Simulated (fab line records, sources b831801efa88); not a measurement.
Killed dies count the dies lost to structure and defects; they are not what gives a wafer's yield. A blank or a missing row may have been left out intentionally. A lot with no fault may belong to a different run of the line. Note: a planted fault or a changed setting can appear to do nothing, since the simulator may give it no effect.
One fault through the eyes of 2 desks / flow gf180mcu / numbers are kept per desk, each desk with only its own; the story behind them comes last

## FROM THE METROLOGY DESK
What the gauges read for every lot (on any tool): the sampled wafers with a number, averaged. Marked OUT: a lot whose mean sits more than 4 standard deviations from the usual mean, which makes it out of limits; the brackets give that distance.
Columns: A = SAB_CVD_00_THK at GF_SAB_THK_MEAS_01, usual 49.9 nm; B = cd-nm at GF_SAB_CD_MEAS_09, usual 420.0 nm; C = SALICIDE_TIN_THK at GF_SALICIDE_THK_MEAS_05, usual 19.98 nm; D = CONTACT_CVD_00_THK at GF_CONTACT_THK_MEAS_01, usual 297.4 nm
lot=L316; first seen here=day 14 00:11; A=49.7; B=418.9; C=19.98; D=297.8
lot=L317; first seen here=day 14 07:55; A=49.7; B=419.7; C=20.00; D=297.0
lot=L319; first seen here=day 14 22:55; A=50.0; B=422.0; C=19.67; D=298.1
lot=L320; first seen here=day 15 13:07; A=49.6; B=421.1; C=19.73; D=298.0
lot=L321; first seen here=day 15 17:14; A=50.4; B=421.1; C=20.42; D=295.9
lot=L322; first seen here=day 16 05:18; A=50.4; B=415.8; C=20.04; D=301.7
lot=L323; first seen here=day 16 16:41; A=49.6; B=420.1; C=19.92; D=296.2
lot=L324; first seen here=day 17 13:33; A=49.9; B=418.9; C=20.02; D=295.3
lot=L326; first seen here=day 18 02:05; A=50.0; B=419.5; C=19.97; D=301.5
lot=L328; first seen here=day 18 20:22; A=50.4; B=417.6; C=19.86; D=299.9
lot=L329; first seen here=day 19 05:11; A=50.2; B=419.1; C=18.52 (-6.6) OUT; D=298.0
lot=L331; first seen here=day 19 11:45; A=50.1; B=421.4; C=18.34 (-7.5) OUT; D=296.3
lot=L337; first seen here=day 21 14:12; A=50.3; B=419.2; C=19.93; D=293.5
lot=L339; first seen here=day 22 06:28; A=49.4; B=417.5; C=20.17; D=299.6
This desk's result: L329, L331 out of limits, first on L329 (SALICIDE_TIN_THK at GF_SALICIDE_THK_MEAS_05), day 20 05:19. L316, L317, L319, L320, L321, L322, L323, L324, L326, L328, L337, L339: within limits.

## TOOL OWNER'S DESK, pvd-sputter-03
The tool's own readings at GF_SALICIDE_SPUTTER_03 (material TiN, target thk 20 nm, time 16.7 s): means of the sampled wafers that have a number, for each lot that ran on this tool. Marked OUT: a lot whose mean sits more than 4 standard deviations from the usual mean, which makes it out of limits; the brackets give that distance.
Columns: A = cathode-dc-power-W at GF_SALICIDE_SPUTTER_03, usual 6500.1 W; B = throttle-valve-pct at GF_SALICIDE_SPUTTER_03, usual 29.9 %
lot=L319; first seen here=day 15 20:53; A=6500.5; B=29.7
lot=L320; first seen here=day 16 15:42; A=6500.1; B=29.9
lot=L322; first seen here=day 17 03:48; A=6499.6; B=30.6
lot=L324; first seen here=day 18 13:28; A=6500.5; B=30.0
lot=L329; first seen here=day 20 05:08; A=6007.6 (-99 or more) OUT; B=30.6
lot=L331; first seen here=day 20 11:51; A=6007.3 (-99 or more) OUT; B=29.9
This desk finds L329, L331 out of limits, L329 being first, at day 20 05:08 (cathode-dc-power-W at GF_SALICIDE_SPUTTER_03). L319, L320, L322, L324: within limits.

## BROUGHT TOGETHER
An alarm could have come from the tool owner's desk at day 20 05:08, on L329, L331.
The metrology desk could have raised an alarm at day 20 05:19, on L329, L331.
All the named lots went through GF_SALICIDE_SPUTTER_03 on pvd-sputter-03.

## WHAT THE SIMULATOR HAD INSERTED
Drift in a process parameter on pvd-sputter-03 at GF_SALICIDE_SPUTTER_03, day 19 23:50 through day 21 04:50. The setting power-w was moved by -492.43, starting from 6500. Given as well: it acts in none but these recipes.
Shown lots that were struck: L329, L331.
Fault start to first reading out of limits, in hours, per desk: tool owner, 5; metrology, 5.
